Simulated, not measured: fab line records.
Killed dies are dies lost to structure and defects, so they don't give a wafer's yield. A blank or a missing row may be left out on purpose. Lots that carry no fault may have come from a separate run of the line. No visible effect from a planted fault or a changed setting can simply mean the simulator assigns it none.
fab line records | flow sky130
[record] lots = 4 | wafers = 12 | lastDay = 48
route steps=708 shown VIA2@527 METAL3@532 CAPM@537 PAD_OPEN@708
lots untouched by any fault: they come from a run of this same line in which no faults occurred
startH: start of the lot's first displayed wafer, in hours after the record's first day | waitH: time in hours since the lot's previous step | " same as the row above | L1.1+2: a single row standing in for several wafers | - value missing, or start not given | * or withheld: withheld | < > ~ a bound
route shown NAME@n: NAME is a module with steps in the file, n the number in the route of the first one | usual: mean/standard deviation taken from wafers without a fault | same: alike in all rows | chamber/n: place in a boat | sites: each site's reading | _std_site: their standard deviation | _edge_site: mean of outer sites minus mean of inner sites | radiusMm: how far each site lies from the wafer's centre | mask NAME#n: copy n | behind: the most recent tool/chamber to have shaped the wafer | hold: what put the lot on hold/how long, in hours/how the hold closed | device: which transistor (n, p or np) failed to switch | end of line: tests run on the same wafers once the route is complete | step lacking rows: just its recipe | killed: count of dies lost to structure and defects at first sort (not the wafer's yield) | map: shows each die of a wafer: x if killed, . if not, _ if none is there
set.NAME: the setting the step ran with; set.NAME@STEP: the setting that earlier step ran with | model.NAME: the simulator's own value behind a step, which no gauge read
lots at selected steps of the route; one table per step, one row per wafer
services: a tool's chamber out of use, with start hour (startH, from the record's first day; less than 0 if before it), hours out, and reason
[[steps]]
[step SKY_VIA2_SPUTTER_20]
[recipe] material = TiN | targetThkNm = 20 | chamberPressurePa = 5 | powerW = 4000 | timeS = 80
[step SKY_VIA2_CVD_21]
[recipe] material = W | targetThkNm = 420 | timeS = 126.4 | tempC = 400 | pressureTorr = 40
[step SKY_VIA2_CMP_24]
[recipe] stopOn = SiO2 | tOverpolishS = 20 | downForcePsi = 3.5 | platenRpm = 60 | targetThkNm = 0 | padVelocityMS = 0.94248
[step SKY_METAL3_SPUTTER_00]
[recipe] material = Ti | targetThkNm = 15 | powerW = 3000 | timeS = 10 | chamberPressurePa = 0.4
[step SKY_METAL3_SPUTTER_01]
[recipe] material = TiN | targetThkNm = 20 | powerW = 6500 | timeS = 16.7 | chamberPressurePa = 0.4
[step SKY_METAL3_SPUTTER_02]
[recipe] material = AlCu | targetThkNm = 735 | powerW = 10600 | timeS = 39.1 | chamberPressurePa = 0.4
[step SKY_METAL3_SPUTTER_03]
[recipe] material = Ti | targetThkNm = 5 | powerW = 3000 | timeS = 3.3 | chamberPressurePa = 0.4
[step SKY_METAL3_SPUTTER_04]
[recipe] material = TiN | targetThkNm = 70 | powerW = 6500 | timeS = 58.3 | chamberPressurePa = 0.4
[step SKY_CAPM_CVD_00]
[recipe] material = SiO2 | targetThkNm = 15.5 | tempC = 400 | timeS = withheld | rfW = 450
[step SKY_CAPM_SPUTTER_02]
[recipe] material = TiN | targetThkNm = 200 | tempC = 300 | powerW = 6500 | timeS = 166.7 | chamberPressurePa = 0.4
[usual] throttleValvePct = 30.6/1.1
lot.wafer | tool          | chamber | startH | waitH | throttleValvePct | model.TiN_of_CAPM_SPUTTER_02.thkNm
L846.2    | pvdSputter-01 | -       | 862.45 | 0.0   | 31.0             | 201.1
L846.3    | "             | -       | "      | "     | 29.8             | 200.3
L846.6    | "             | -       | "      | "     | 30.8             | 200.7
L854.2    | pvdSputter-01 | -       | 930.28 | 0.0   | 29.2             | 198.9
L854.4    | "             | -       | "      | "     | 29.8             | 200
L854.6    | "             | -       | "      | "     | 32.2             | 185.5
L855.1    | pvdSputter-01 | -       | 933.60 | 0.1   | 29.1             | 202.4
L855.4    | "             | -       | "      | "     | 32.6             | 201
L855.6    | "             | -       | "      | "     | 30.0             | 187.2
L856.3    | pvdSputter-03 | -       | 945.95 | 0.0   | 30.2             | 202
L856.4    | "             | -       | "      | "     | 32.0             | 200.8
L856.5    | "             | -       | "      | "     | 30.3             | 200.1
[step SKY_CAPM_RS_MEAS_03]
[recipe] thkMeasGauge = four-point-probe | reads = TiN_of_CAPM_SPUTTER_02
[usual] CAPM_TIN_RS = 6.91/0.059
lot.wafer | tool         | chamber | startH | waitH | CAPM_TIN_RS[ohm/sq]
L846.2    | filmMetro-03 | -       | 862.58 | 0.1   | 6.87
L846.3    | "            | -       | "      | "     | 6.90
L846.6    | "            | -       | "      | "     | 6.87
L854.2    | filmMetro-03 | -       | 930.41 | 0.1   | 6.93
L854.4    | "            | -       | "      | "     | 6.90
L854.6    | "            | -       | "      | "     | 7.46
L855.1    | filmMetro-03 | -       | 933.71 | 0.1   | 6.81
L855.4    | "            | -       | "      | "     | 6.85
L855.6    | "            | -       | "      | "     | 7.37
L856.3    | filmMetro-03 | -       | 946.10 | 0.1   | 6.84
L856.4    | "            | -       | "      | "     | 6.88
L856.5    | "            | -       | "      | "     | 6.89
[step SKY_CAPM_THK_MEAS_04]
[recipe] thkMeasGauge = xrf | reads = TiN_of_CAPM_SPUTTER_02
[usual] CAPM_TIN_THK = 198.8/1.8
lot.wafer | tool         | chamber | startH | waitH | CAPM_TIN_THK[nm]
L846.2    | filmMetro-03 | -       | 862.69 | 0.1   | 199.7
L846.3    | "            | -       | "      | "     | 198.9
L846.6    | "            | -       | "      | "     | 198.9
L854.2    | filmMetro-03 | -       | 930.52 | 0.1   | 197.9
L854.4    | "            | -       | "      | "     | 198.3
L854.6    | "            | -       | "      | "     | 183.9
L855.1    | filmMetro-03 | -       | 933.83 | 0.1   | 200.9
L855.4    | "            | -       | "      | "     | 198.9
L855.6    | "            | -       | "      | "     | 185.1
L856.3    | filmMetro-03 | -       | 946.20 | 0.1   | 201.0
L856.4    | "            | -       | "      | "     | 199.9
L856.5    | "            | -       | "      | "     | 199.5
[step SKY_CAPM_DEHYDRATE_05]
[recipe] tempC = 200 | timeS = 60
[step SKY_CAPM_HMDS_06]
[recipe] primeTimeS = 60 | primeTempC = 120
[step SKY_CAPM_COAT_07]
[recipe] resist = NOVOLAK | spinRpm = 3000 | resistThkNm = 1140
[step SKY_CAPM_SOFTBAKE_08]
[recipe] tempC = 90 | timeS = 60 | resist = NOVOLAK
[step SKY_CAPM_EXPOSE_09]
[recipe] maskId = CAPM | na = 0.6 | sourceShape = conventional | sigmaOuter = 0.6 | polarization = unpolarized | targetCdNm = 1000 | doseMj = 159
[step SKY_CAPM_PEB_10]
[recipe] tempC = withheld | timeS = * | resist = NOVOLAK
[step SKY_CAPM_DEVELOP_11]
[recipe] resist = NOVOLAK | developer = TMAH | developTimeS = 60 | devTempC = 23
[step SKY_CAPM_METAL_ETCH_13]
[recipe] targetDepthNm = 220 | stopOn = SiO2 | chemistry = Cl2/BCl3 | target = TiN | pressureMtorr = 10 | icpW = 900 | biasW = 48.5 | Cl2_flow_sccm = 60 | bcl3FlowSccm = 30 | timeS = 62.9
[usual] drypumpMotorCurrentA = 5.6/0.32 | heBacksideLeakSccm = 3.38/0.22 | oesProductAu = 0.941/0.0069 | throttleValvePct = 21.902/0.01
lot.wafer | tool        | chamber | startH | waitH | drypumpMotorCurrentA | heBacksideLeakSccm | oesProductAu | rfHoursCounterH | throttleValvePct
L846.2    | rieMetal-01 | 1       | 888.56 | 0.0   | 5.9                  | 3.24               | 0.942        | 12              | 21.894
L846.3    | "           | 0       | "      | "     | 5.2                  | 3.51               | 0.934        | -               | 21.894
L846.6    | "           | 0       | "      | "     | 5.2                  | 3.54               | 0.945        | -               | 21.906
L854.2    | rieMetal-01 | 1       | 954.09 | 0.0   | 5.9                  | 3.05               | 0.935        | 16              | 21.883
L854.4    | "           | 0       | "      | "     | 5.3                  | 4.02               | 0.941        | -               | 21.909
L854.6    | "           | 1       | "      | "     | 5.9                  | 3.33               | 0.902        | -               | 21.940
L855.1    | rieMetal-04 | 0       | 958.31 | 0.0   | 5.6                  | 2.98               | 0.945        | 12              | 21.897
L855.4    | "           | 0       | "      | "     | 5.6                  | 3.21               | 0.944        | -               | 21.897
L855.6    | "           | 0       | "      | "     | 5.6                  | 3.08               | 0.916        | -               | 21.930
L856.3    | rieMetal-02 | 0       | 970.62 | 0.0   | 5.1                  | 3.52               | 0.941        | -               | 21.892
L856.4    | "           | 1       | "      | "     | 6.0                  | 3.33               | 0.940        | -               | 21.902
L856.5    | "           | 1       | "      | "     | 6.0                  | 3.33               | 0.932        | -               | 21.894
[step SKY_CAPM_STRIP_14]
[recipe] chemistry = O2/N2 | powerW = 1400 | pressureMtorr = 1500 | platenTempC = withheld | o2FlowSccm = 3000 | n2FlowSccm = 300 | overashFraction = 0.5
[step SKY_CAPM_STRIP_15]
[recipe] chemistry = postEtchResidueRemover | timeS = 1200 | tempC = 72.5
[step SKY_CAPM_CLEAN_16]
[recipe] chemistry = IPA | timeS = 180 | tempC = 25
[step SKY_CAPM_CLEAN_17]
[recipe] chemistry = O3/DIW | dry = n2Spin
[step SKY_METAL3_DEHYDRATE_05]
[recipe] tempC = 200 | timeS = 60
[step SKY_METAL3_HMDS_06]
[recipe] primeTimeS = 60 | primeTempC = 120
[step SKY_METAL3_COAT_07]
[recipe] resist = BARC | tempC = withheld | timeS = withheld | spinRpm = 3000 | resistThkNm = 60
[step SKY_METAL3_COAT_08]
[recipe] resist = KrF-thick | spinRpm = 3000 | resistThkNm = 1140
[step SKY_METAL3_SOFTBAKE_09]
[recipe] tempC = 100 | timeS = 90 | resist = KrF-thick
[step SKY_METAL3_EXPOSE_10]
[recipe] maskId = MM3 | na = 0.68 | sourceShape = annular | sigmaInner = 0.4 | sigmaOuter = 0.8 | targetCdNm = 300 | doseMj = 28
[step SKY_METAL3_PEB_11]
[recipe] pebTempC = withheld | pebTimeS = withheld | resist = KrF-thick
[step SKY_METAL3_DEVELOP_12]
[recipe] developTimeS = 60 | resist = KrF-thick | devTempC = 21
[step SKY_METAL3_DESCUM_15]
[recipe] chemistry = O2 | sourcePowerW = 150 | biasPowerW = 0 | pressureMtorr = 10 | tempC = 40 | timeS = 8
[step SKY_METAL3_ETCH_16]
[recipe] chemistry = N2/H2 | target = BARC | ionEnergyEv = 200 | biasW = 100 | pressureMtorr = 30 | n2FlowSccm = 100 | h2FlowSccm = 200 | icpW = 500 | stopOn = SiO2 | timeS = 88.2 | targetDepthA = 600
[step SKY_METAL3_ETCH_17]
[recipe] target = SiO2 | stopOn = TiN | chemistry = C4F8/O2/Ar | sourceW = 1500 | biasW = 1200 | pressureMtorr = 40 | c4f8FlowSccm = withheld | O2_flow_sccm = 6 | Ar_flow_sccm = 300 | timeS = 3.9 | targetDepthA = 150
[step SKY_METAL3_METAL_ETCH_18]
[recipe] targetDepthA = 8450 | stopOn = SiO2 | overEtchFrac = 0.3 | timeS = 183.1 | chemistry = Cl2/BCl3 | resistSidewallDeg = 88 | pressureMtorr = 10 | icpW = 900 | biasW = 48.5 | Cl2_flow_sccm = 60 | bcl3FlowSccm = 30
[step SKY_METAL3_STRIP_20]
[recipe] chemistry = postEtchResidueRemover | timeS = 1200 | tempC = 72.5
[usual] bathHeatDutyPct = 14.6/1.4
lot.wafer | tool        | chamber | startH | waitH | bathHeatDutyPct | model.TiN_of_CAPM_SPUTTER_02.thkNm
L846.2    | wetBench-01 | 3       | 914.85 | 0.1   | 17.0            | 200.3
L846.3    | "           | 3       | "      | "     | 18.7            | 199.5
L846.6    | "           | 3       | "      | "     | 17.8            | 199.8
L854.2    | wetBench-01 | 2       | 979.84 | 0.1   | 13.8            | 198.1
L854.4    | "           | 2       | "      | "     | 15.6            | 199.2
L854.6    | "           | 2       | "      | "     | 15.0            | 184.7
L855.1    | wetBench-01 | 3       | 984.13 | 0.1   | 19.0            | 201.6
L855.4    | "           | 3       | "      | "     | 18.2            | 200.2
L855.6    | "           | 3       | "      | "     | 16.1            | 186.4
L856.3    | wetBench-03 | 1       | 995.83 | 0.0   | 14.0            | 201.2
L856.4    | "           | 1       | "      | "     | 13.2            | 200
L856.5    | "           | 1       | "      | "     | 12.5            | 199.2
[step SKY_PAD_OPEN_PROBE_99]
[usual] defectLimitedYield = 82.5/2 | killed_at_M0_to_M3 = 44/7 | killed_at_M4_up = 3.0/1.7 | killedAtContacts = 24/5.2 | killedAtFrontEnd = 15/4.8 | killedAtOther = 0.2/0.56 | killedDies = 86/9.7 | killedOnRim = 17/4.1 | killedOpen = 47/7.1 | killedShort = 39/6.3 | sort_bin_3_pad_short = 0.9/0.4 | sort_bin_5_function = 10.3/1.6 | sort_bin_6_memory = 6.3/1.2 | sortNPass = 406/9.7 | sortYieldPct = 82.5/2
[same] grossDies = 492 | killedAtBackSide = 0 | sort_bin_4_leakage[%] = 0 | sort_bin_8_speed[%] = 0
lot.wafer | tool      | chamber | startH  | waitH | defectLimitedYield[%] | killed_at_M0_to_M3 | killed_at_M4_up | killedAtContacts | killedAtFrontEnd | killedAtOther | killedDies | killedOnRim | killedOpen | killedShort | sort_bin_3_pad_short[%] | sort_bin_5_function[%] | sort_bin_6_memory[%] | sortNPass | sortYieldPct[%] | model.etest.capMim.plateOhmSq | model.etest.capMim.leakLog10ACm2
L846.2    | prober-01 | -       | 1088.27 | 0.1   | 81.5                  | 49                 | 3               | 26               | 13               | 0             | 91         | 18          | 43         | 48          | 1.4                     | 10.6                   | 6.5                  | 401       | 81.5            | 5.963                         | -9.045
L846.3    | prober-01 | -       | 1088.32 | 0.2   | 85.8                  | 34                 | 0               | 24               | 12               | 0             | 70         | 17          | 43         | 27          | 1.0                     | 8.7                    | 4.5                  | 422       | 85.8            | 6.017                         | -8.923
L846.6    | prober-01 | -       | 1088.47 | 0.2   | 82.7                  | 42                 | 2               | 27               | 14               | 0             | 85         | 9           | 43         | 41          | 1.6                     | 10.8                   | 4.9                  | 407       | 82.7            | 6.005                         | -8.811
L854.2    | prober-02 | -       | 1141.17 | 0.1   | 84.6                  | 36                 | 5               | 23               | 12               | 0             | 76         | 13          | 37         | 39          | 0.8                     | 8.7                    | 5.9                  | 416       | 84.6            | 6.055                         | -8.951
L854.4    | prober-02 | -       | 1141.27 | 0.2   | 85.0                  | 36                 | 4               | 24               | 10               | 0             | 74         | 22          | 35         | 39          | 1.0                     | 9.3                    | 4.7                  | 418       | 85.0            | 6.054                         | -9.174
L854.6    | prober-02 | -       | 1141.37 | 0.2   | 82.5                  | 49                 | 2               | 23               | 12               | 0             | 86         | 13          | 46         | 40          | 0.6                     | 9.6                    | 7.3                  | 406       | 82.5            | 6.433                         | -8.825
L855.1    | prober-01 | -       | 1144.77 | 0.1   | 81.5                  | 44                 | 5               | 25               | 16               | 1             | 91         | 14          | 42         | 49          | 1.6                     | 9.8                    | 7.1                  | 401       | 81.5            | 5.939                         | -8.922
L855.4    | prober-01 | -       | 1144.92 | 0.2   | 82.3                  | 51                 | 6               | 17               | 13               | 0             | 87         | 21          | 54         | 33          | 1.0                     | 9.8                    | 6.9                  | 405       | 82.3            | 6.025                         | -8.92
L855.6    | prober-01 | -       | 1145.02 | 0.2   | 79.1                  | 54                 | 2               | 30               | 17               | 0             | 103        | 21          | 61         | 41          | 0.8                     | 12.6                   | 7.5                  | 389       | 79.1            | 6.356                         | -8.627
L856.3    | prober-02 | -       | 1155.29 | 0.2   | 82.3                  | 44                 | 5               | 23               | 13               | 2             | 87         | 18          | 44         | 41          | 1.4                     | 12.2                   | 4.1                  | 405       | 82.3            | 5.941                         | -8.794
L856.4    | prober-02 | -       | 1155.34 | 0.2   | 81.7                  | 45                 | 2               | 31               | 10               | 2             | 90         | 17          | 54         | 35          | 1.2                     | 10.6                   | 6.5                  | 402       | 81.7            | 5.977                         | -9.196
L856.5    | prober-02 | -       | 1155.39 | 0.2   | 81.9                  | 53                 | 2               | 18               | 16               | 0             | 89         | 15          | 52         | 37          | 0.6                     | 8.9                    | 8.5                  | 403       | 81.9            | 5.994                         | -8.984
// killed by level:class
L846.2 CONTACT:geometricParticle:open=10 METAL1:geometricParticle:short=8 VIA2:geometricParticle:open=7 VIA1:geometricParticle:open=7 METAL2:geometricParticle:short=7 VIA1:geometricParticle:short=6 VIA2:geometricParticle:short=6 LI_CONTACT:geometricParticle:open=5
L846.3 CONTACT:geometricParticle:open=11 VIA2:geometricParticle:open=7 FIELD_ISO:geometricParticle:open=6 VIA1:geometricParticle:open=6 LOCAL_INTERCONNECT:geometricParticle:short=5 METAL1:geometricParticle:short=5 VIA3:geometricParticle:open=5 LI_CONTACT:geometricParticle:short=3
L846.6 CONTACT:geometricParticle:open=13 VIA3:geometricParticle:open=7 LOCAL_INTERCONNECT:geometricParticle:short=7 METAL1:geometricParticle:short=7 VIA2:geometricParticle:open=7 FIELD_ISO:geometricParticle:short=5 VIA1:geometricParticle:open=5 VIA3:geometricParticle:short=4
L854.2 VIA1:geometricParticle:open=9 CONTACT:geometricParticle:open=8 METAL1:geometricParticle:short=6 VIA3:geometricParticle:open=6 LI_CONTACT:geometricParticle:open=5 VIA1:geometricParticle:short=5 FIELD_ISO:geometricParticle:short=4 CONTACT:geometricParticle:short=4
L854.4 VIA1:geometricParticle:open=10 LOCAL_INTERCONNECT:geometricParticle:short=6 CONTACT:geometricParticle:short=6 CONTACT:geometricParticle:open=5 METAL1:geometricParticle:open=4 VIA3:geometricParticle:open=4 METAL4:geometricParticle:short=4 FIELD_ISO:geometricParticle:open=3
L854.6 VIA1:geometricParticle:open=11 LI_CONTACT:geometricParticle:open=9 VIA1:geometricParticle:short=7 CONTACT:geometricParticle:open=6 METAL1:geometricParticle:short=6 VIA2:geometricParticle:open=5 POLY_GATE:geometricParticle:short=4 METAL2:geometricParticle:short=4
L855.1 VIA1:geometricParticle:open=9 LI_CONTACT:geometricParticle:open=8 METAL2:geometricParticle:short=7 METAL1:geometricParticle:short=6 CONTACT:geometricParticle:short=6 CONTACT:geometricParticle:open=6 VIA1:geometricParticle:short=6 FIELD_ISO:geometricParticle:short=5
L855.4 VIA1:geometricParticle:open=11 CONTACT:geometricParticle:open=9 METAL1:geometricParticle:short=8 METAL2:geometricParticle:short=7 VIA2:geometricParticle:open=6 VIA3:geometricParticle:open=5 FIELD_ISO:geometricParticle:open=4 POLY_GATE:geometricParticle:open=4
L855.6 CONTACT:geometricParticle:open=13 VIA1:geometricParticle:open=11 VIA3:geometricParticle:open=11 VIA2:geometricParticle:open=9 CONTACT:geometricParticle:short=7 METAL2:geometricParticle:short=6 POLY_GATE:geometricParticle:open=5 METAL1:geometricParticle:short=5
L856.3 VIA1:geometricParticle:open=11 VIA3:geometricParticle:open=8 VIA1:geometricParticle:short=8 LI_CONTACT:geometricParticle:open=7 CONTACT:geometricParticle:open=5 CONTACT:geometricParticle:short=5 VIA2:geometricParticle:open=5 LOCAL_INTERCONNECT:geometricParticle:short=4
L856.4 CONTACT:geometricParticle:open=17 VIA1:geometricParticle:open=11 VIA3:geometricParticle:open=8 VIA2:geometricParticle:open=7 LI_CONTACT:geometricParticle:short=5 LOCAL_INTERCONNECT:geometricParticle:short=5 METAL1:geometricParticle:short=5 VIA1:geometricParticle:short=5
L856.5 VIA1:geometricParticle:open=16 VIA2:geometricParticle:open=9 CONTACT:geometricParticle:open=6 METAL1:geometricParticle:short=6 VIA2:geometricParticle:short=6 VIA1:geometricParticle:short=5 LI_CONTACT:geometricParticle:open=4 SPACER:geometricParticle:short=4
[[services]]
tool          | chamber | startH | hours | kind
wetBench-01   | -       | 859.61 | 0.9   | repair
pvdSputter-01 | -       | 901.78 | 2.0   | repair
rieMetal-04   | 0       | 908.29 | 1.8   | repair
pvdSputter-01 | -       | 918.80 | 6.6   | repair
rieMetal-04   | 0       | 923.60 | 20.7  | repair
rieMetal-01   | 0       | 927.42 | -     | clean
rieMetal-01   | 0       | 927.42 | 19.2  | scheduledDown
rieMetal-01   | 0       | 927.42 | 19.2  | ventCycle
rieMetal-04   | -       | 959.22 | 4.3   | pm
rieMetal-01   | 0       | 975.19 | 22.9  | repair
[[key]]
[firstSign] step = SKY_CAPM_RS_MEAS_03 | reading = CAPM_TIN_RS | direction = up | sigmas = 8.5 | usual = 6.91 | struck = 7.42
[effect] step = SKY_CAPM_THK_MEAS_04 | reading = CAPM_TIN_THK | direction = down | sigmas = 8 | usual = 198.8 | struck = 184.5
[effect] step = SKY_CAPM_METAL_ETCH_13 | reading = oesProductAu | direction = down | sigmas = 4.5 | usual = 0.941 | struck = 0.909
[modelEffect] step = SKY_CAPM_SPUTTER_02 | value = TiN_of_CAPM_SPUTTER_02.thkNm | without = 201.2 | struck = 186.4
[modelEffect] step = SKY_METAL3_STRIP_20 | value = TiN_of_CAPM_SPUTTER_02.thkNm | without = 200.4 | struck = 185.6
[modelEffect] step = SKY_PAD_OPEN_PROBE_99 | value = etest.capMim.plateOhmSq | without = 5.923 | struck = 6.394
metAt SKY_CAPM_SPUTTER_02
struckWafers L854.6,L855.6
onsetBetween 862.45 930.28
[fault] kind = processParameterDrift | tool = pvdSputter-01 | chamber = - | onsetH = 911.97 | steps = SKY_CAPM_SPUTTER_02 | channel = targetThkNm | offset = -14.833 | shape = step | endH = 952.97 | scope = struckWafersOnly | actsIn = theseRecipesOnly | stated = 200
